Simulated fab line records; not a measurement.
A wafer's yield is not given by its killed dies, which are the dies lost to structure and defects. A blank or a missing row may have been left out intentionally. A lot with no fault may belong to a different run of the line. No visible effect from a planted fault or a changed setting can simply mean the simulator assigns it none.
Which tool did it? -- flow gf180mcu -- 39 wafers from 13 lots sampled at 5 of the route's 602 steps

## WHAT THE GAUGES READ, wafer by wafer
GF_HV_LDD_OVL_MEAS_08.
lot,measured,on,HV_LDD_OVL (nm)
L640,day 10 01:59,overlay-02,-0.1 0.5 -0.5
L641,day 10 06:23,overlay-02,-1.8 -0.4 -2.7
L642,day 10 10:11,overlay-02,0.3 -0.7 -0.9
L644,day 11 02:02,overlay-01,0.8 1.2 0.1
L645,day 11 13:18,overlay-01,2.6 1.8 1.3
L654,day 14 11:11,overlay-02,1.0 1.9 -1.0
L656,day 14 22:43,overlay-01,-1.4 1.5 -0.7
L657,day 15 04:55,overlay-01,-1.2 -0.4 -1.2
L658,day 15 13:35,overlay-01,0.6 1.5 0.6
L659,day 15 22:08,overlay-02,-0.7 0.7 -2.1
L661,day 16 15:05,overlay-02,0.0 0.0 -3.1
L662,day 17 06:44,overlay-01,-0.9 -0.2 -1.4
L663,day 17 09:08,overlay-02,-2.6 -4.1 -1.5

GF_HV_LDD_TW_MEAS_23.
lot,measured,on,HV_LDD_2_TW
L640,day 10 20:50,film-metro-04,1054 1061 1066
L641,day 11 01:22,film-metro-01,1064 1066 1064
L642,day 11 05:29,film-metro-04,1050 1056 1050
L644,day 11 21:01,film-metro-03,1040 1040 1035
L645,day 12 07:59,film-metro-03,1044 1043 1035
L654,day 15 08:52,film-metro-03,1042 1046 1042
L656,day 15 20:34,film-metro-03,1043 1042 1047
L657,day 16 03:17,film-metro-04,1069 1055 1062
L658,day 16 12:10,film-metro-01,1065 1070 1061
L659,day 16 21:07,film-metro-04,1070 1062 1061
L661,day 17 13:37,film-metro-03,1036 1043 1035
L662,day 18 07:01,film-metro-04,1057 1052 1051
L663,day 18 09:01,film-metro-03,1044 1044 1046

GF_HV_LDD_THK_MEAS_55.
lot,measured,on,HV_LDD_CVD_54_THK (nm)
L640,day 12 12:34,film-metro-04,9.67 9.55 9.49
L641,day 12 18:02,film-metro-01,9.89 9.86 9.90
L642,day 12 21:00,film-metro-01,9.92 9.94 9.78
L644,day 13 13:47,film-metro-01,9.99 10.20 9.94
L645,day 14 02:04,film-metro-01,5.06 5.01 4.96
L654,day 17 08:08,film-metro-01,9.93 10.00 10.00
L656,day 17 20:29,film-metro-04,10.10 9.98 10.01
L657,day 18 02:40,film-metro-01,10.07 9.94 9.95
L658,day 18 12:41,film-metro-04,9.86 9.83 9.99
L659,day 18 22:11,film-metro-01,9.98 10.06 9.95
L661,day 19 15:53,film-metro-03,9.87 9.83 9.85
L662,day 20 08:53,film-metro-04,9.98 10.03 9.84
L663,day 20 10:25,film-metro-03,10.01 9.93 9.96

GF_NSD_CD_MEAS_07 targets a cd of 400 nm.
lot,measured,on,cd-nm (nm)
L640,day 13 09:53,cd-sem-02,400.7 400.8 398.8
L641,day 13 15:16,cd-sem-01,397.2 395.5 397.4
L642,day 13 17:59,cd-sem-01,399.7 400.5 399.5
L644,day 14 11:04,cd-sem-01,398.0 399.6 401.5
L645,day 15 00:34,cd-sem-01,397.4 397.5 397.9
L654,day 18 09:10,cd-sem-02,401.1 401.2 402.0
L656,day 18 21:33,cd-sem-01,406.2 406.4 404.4
L657,day 19 04:22,cd-sem-02,399.3 397.6 398.9
L658,day 19 14:36,cd-sem-01,401.4 397.6 400.5
L659,day 19 23:53,cd-sem-02,397.9 399.8 396.9
L661,day 20 17:21,cd-sem-02,396.4 398.4 398.3
L662,day 21 11:58,cd-sem-02,400.3 400.5 400.0
L663,day 21 13:29,cd-sem-02,400.9 398.5 400.5

## TOOL THAT RAN EACH LOT (tool first, then ch and the chambers of the sampled wafers, then the start)
lot,GF_HV_LDD_CVD_54
L640,"lpcvd-01 ch 1, day 12 11:31"
L641,"lpcvd-01 ch 1, day 12 17:01"
L642,"lpcvd-02 ch 1, day 12 19:58"
L644,"lpcvd-02 ch 1, day 13 12:46"
L645,"lpcvd-02 ch 1, day 14 01:01"
L654,"lpcvd-02 ch 1, day 17 07:06"
L656,"lpcvd-01 ch 1, day 17 19:28"
L657,"lpcvd-02 ch 0, day 18 01:38"
L658,"lpcvd-02 ch 1, day 18 11:10"
L659,"lpcvd-02 ch 1, day 18 21:09"
L661,"lpcvd-02 ch 1, day 19 14:22"
L662,"lpcvd-01 ch 1, day 20 07:21"
L663,"lpcvd-01 ch 0, day 20 08:53"
- GF_HV_LDD_CVD_54: deposits SiO2 from TEOS, target thk 10 nm, time 75 s.

## WHAT THE TOOLS THEMSELVES READ (means of the sampled wafers that have a number; where no wafer has one, the mark that the record gives instead)
GF_HV_LDD_CVD_54.
lot,tool,spike-tc-bottom-C (C),spike-tc-centre-C (C),spike-tc-lower-C (C),spike-tc-top-C (C),spike-tc-upper-C (C),susceptor-temp-C (C),zone-power-centre-pct (%),zone-power-lower-pct (%)
L640,lpcvd-01,699.5,681.2,683.0,698.3,680.5,680.3,11.7,10.4
L641,lpcvd-01,699.2,681.3,681.3,698.5,679.9,680.3,11.6,10.2
L642,lpcvd-02,702.2,682.1,678.1,698.9,678.9,680.2,11.1,9.3
L644,lpcvd-02,701.1,683.4,678.7,699.4,679.5,679.8,11.2,9.3
L645,lpcvd-02,674.5,654.1,650.7,673.3,652.7,652.5,10.3,8.7
L654,lpcvd-02,703.3,682.8,678.4,700.4,679.1,679.5,11.1,9.2
L656,lpcvd-01,700.4,681.2,681.4,697.7,681.1,679.9,11.7,10.2
L657,lpcvd-02,702.9,679.5,680.2,699.3,678.4,679.6,11.7,11.1
L658,lpcvd-02,701.4,683.0,679.0,699.9,678.2,680.1,11.0,9.3
L659,lpcvd-02,702.3,682.2,678.8,700.1,678.5,679.7,11.1,9.2
L661,lpcvd-02,702.1,682.5,679.3,699.5,678.0,679.9,11.2,9.4
L662,lpcvd-01,699.5,681.3,683.0,697.7,681.0,680.3,11.9,10.2
L663,lpcvd-01,701.2,682.2,679.5,696.5,679.3,680.1,11.0,10.1

## THE ANSWER, worked out from the rows above alone
Rule: what is usual is taken from the lots themselves. The widest of any qualifying gaps counts: lots, ordered by their means at a reading, are off when they make up no more than a third of the lots, leave a main group of 4 or more, and stand apart from it by 3 or more times the standard deviation of that group's means. If all means in a main group match to the digits the tables above print for the reading, that group is not used. Also off: a lot with no number at a reading for which 4 or more lots have one. All remaining lots with rows at the step are treated as sound. First the gauges in route order, then the tools' own readings, where a lot's mean is used as printed above. At the first step where some lot is off, the reading lying furthest off is the one used; lots without a number count as furthest.
Off: at GF_HV_LDD_THK_MEAS_55 (HV_LDD_CVD_54_THK), L645. The main group: mean 9.92 nm, standard deviation 0.12.
If a tool, at a process step before that reading, ran all the lots that are off and no sound lot after the first of them, it fits. The gauges at GF_HV_LDD_THK_MEAS_55 aren't tried: what is off there is off at GF_HV_LDD_CVD_54 too, on other tools, and a gauge's error can't cause that. Not one of the candidates tried fits.

## WHAT THE SIMULATOR HAD INSERTED
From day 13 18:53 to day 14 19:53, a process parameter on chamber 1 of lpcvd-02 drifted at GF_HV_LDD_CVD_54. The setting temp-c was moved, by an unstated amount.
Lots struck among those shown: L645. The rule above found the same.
